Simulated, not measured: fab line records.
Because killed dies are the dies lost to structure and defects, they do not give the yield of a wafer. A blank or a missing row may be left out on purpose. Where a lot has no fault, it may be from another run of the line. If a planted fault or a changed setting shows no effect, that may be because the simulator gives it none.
A lot that was struck, set against a sound lot | flow sky130 | 32 out of 708 route steps
Sound: the wafers L165.1, L165.3, L165.6. Struck: wafers L177.4, L177.5, L177.6. The cause comes at the end.
Each step with rows lists, per side, the tool, then ch with its chambers, then its first start. Under that, the readings that differ: sound wafers | struck wafers | difference of the means | sigmas: that difference in standard deviations of wafers without a fault.
alike: same words and numbers on both sides, and readings whose means sit less than 2 such deviations apart. not compared: any withheld reading, any reading some wafer has no value for, any bound like >300 that may hide the same value, and any number with overlapping values for which the record gives no deviation.
A row with sigmas, a row that says differs or no value, or rows on one side alone: a step with any of these is where the two part. Numbers that don't overlap but have no deviation are shown without sigmas and don't part them. A reading that every wafer of one side lacks parts them only if that side has two wafers or more.

SKY_FIELD_ISO_BOW_MEAS_00:
  sound on film-metro-04 at day 2 01:00; struck on film-metro-02 at day 4 13:04
  alike: INCOMING_BOW
SKY_FIELD_ISO_OXIDATION_01: stabilise 600 s, purge 300 s, target thk 12 nm.
  sound on furnace-01 ch 0, day 2 03:34; struck on furnace-02 ch 0, day 4 13:40
  alike: zone-power-centre-pct, zone-power-top-pct
SKY_FIELD_ISO_THK_MEAS_02:
  sound on film-metro-04 at day 2 05:05; struck on film-metro-02 at day 4 15:12
  reading                         | sound             | struck            | difference | sigmas
  FIELD_ISO_OXIDATION_00_THK (nm) | 11.61 11.36 11.56 | 12.36 12.06 12.20 | +0.70      | +3
then, 1 step without rows for these wafers: SKY_FIELD_ISO_CVD_03 (deposits Si3N4 from DCS/NH3, target thk 165 nm, time 2830 s).
SKY_FIELD_ISO_THK_MEAS_04:
  sound on film-metro-03 at day 2 06:56; struck on film-metro-03 at day 4 18:08
  alike: FIELD_ISO_CVD_03_THK
then, 8 steps without rows for these wafers: SKY_FIELD_ISO_DEHYDRATE_05 (time 60 s); SKY_FIELD_ISO_HMDS_06 (prime time 60 s); SKY_FIELD_ISO_COAT_07 (resist thk 60 nm); SKY_FIELD_ISO_COAT_08 (resist thk 450 nm); SKY_FIELD_ISO_SOFTBAKE_09 (time 90 s); SKY_FIELD_ISO_EXPOSE_10 (exposes mask FOM, target cd 150 nm); SKY_FIELD_ISO_PEB_11; SKY_FIELD_ISO_DEVELOP_12 (develop time 60 s).
SKY_FIELD_ISO_CD_MEAS_13 targets a cd of 150 nm.
  sound on cd-sem-01 at day 2 22:05; struck on cd-sem-02 at day 5 11:59
  alike: cd-nm
SKY_FIELD_ISO_ETCH_14: etches BARC in N2/H2, stops on SiO2, time 45.9 s, target depth 60 nm.
  sound on rie-diel-01 ch 0,1, day 2 22:12; struck on rie-diel-01 ch 1,2, day 5 12:03
  alike: drypump-motor-current-A, oes-product-au, throttle-valve-pct
  not compared: rf-hours-counter-h
SKY_FIELD_ISO_ETCH_15: etches the open film in CHF3/O2, stops on Si, target depth 180 nm, time 72 s.
  sound on rie-diel-01 ch 0,1, day 2 22:14; struck on rie-diel-01 ch 1,2, day 5 12:05
  alike: drypump-motor-current-A, oes-product-au, throttle-valve-pct
  not compared: rf-hours-counter-h
SKY_FIELD_ISO_STRIP_16: strips in O2/N2.
  sound on plasma-asher-01 ch 0,1, day 2 22:17; struck on plasma-asher-02 ch 0,1, day 5 12:11
  alike: drypump-motor-current-A, oes-product-au, strip-time-to-endpoint-s
  not compared: rf-hours-counter-h
SKY_FIELD_ISO_ETCH_17: etches Si in HBr/Cl2/O2, target depth 342 nm, time 97.7 s.
  sound on rie-si-01 ch 1,3, day 2 22:23; struck on rie-si-01 ch 0,1,3, day 5 12:17
  alike: drypump-motor-current-A, oes-product-au, throttle-valve-pct
  not compared: rf-hours-counter-h
then, 5 steps without rows for these wafers: SKY_FIELD_ISO_WET_ETCH_18 (etches Si3N4 in H3PO4, target depth 25 nm, time 286 s); SKY_FIELD_ISO_CLEAN_19 (cleans in SC1/SC2, time 150 s); SKY_FIELD_ISO_CLEAN_20 (cleans in dHF, time 20 s); SKY_FIELD_ISO_WET_ETCH_21 (etches SiO2 in dHF, target depth 20 nm, time 400 s); SKY_FIELD_ISO_OXIDATION_22 (stabilise 600 s, purge 300 s, target thk 10 nm).
SKY_FIELD_ISO_THK_MEAS_23:
  sound on film-metro-04 at day 3 03:34; struck on film-metro-02 at day 5 13:47
  alike: FIELD_ISO_OXIDATION_01_THK
then, 1 step without rows for these wafers: SKY_FIELD_ISO_CVD_24 (deposits SiO2, target thk 595 nm, time 99.2 s).
SKY_FIELD_ISO_THK_MEAS_25:
  sound on film-metro-03 at day 3 03:43; struck on film-metro-04 at day 5 13:55
  alike: FIELD_ISO_CVD_24_THK
then, 1 step without rows for these wafers: SKY_FIELD_ISO_ANNEAL_26 (time 1800 s).
SKY_FIELD_ISO_CMP_27: polishes, stops on Si3N4, t overpolish 16 s, target thk 457.8 nm.
  sound on cmp-02 ch 1,2, day 3 06:55; struck on cmp-01 ch 0,1,3, day 5 16:41
  alike: head-pressure-psi, motor-current-A, overpolish-run-s, slurry-filter-dp-kPa, time-to-endpoint-s
then, 3 steps without rows for these wafers: SKY_FIELD_ISO_WET_ETCH_28 (etches SiO2 in dHF, target depth 23.7 nm, time 47 s); SKY_FIELD_ISO_WET_ETCH_29 (etches Si3N4 in H3PO4, target depth 160 nm, time 1825 s); SKY_FIELD_ISO_WET_ETCH_30 (etches SiO2 in dHF, target depth 25 nm, time 50 s).
-- here the record skips 44 days between the struck wafers' starts before and after, leaving off in module FIELD_ISO and picking up in module PAD_OPEN (first step shown: number 708 of the route) --
SKY_PAD_OPEN_PROBE_99:
  the record has rows for the struck wafers here (prober-01, day 49 12:22) and none for the sound ones

WHERE THEY PART
First at SKY_FIELD_ISO_THK_MEAS_02; last, within this record, at SKY_PAD_OPEN_PROBE_99.

WHY: whatever the simulator had introduced
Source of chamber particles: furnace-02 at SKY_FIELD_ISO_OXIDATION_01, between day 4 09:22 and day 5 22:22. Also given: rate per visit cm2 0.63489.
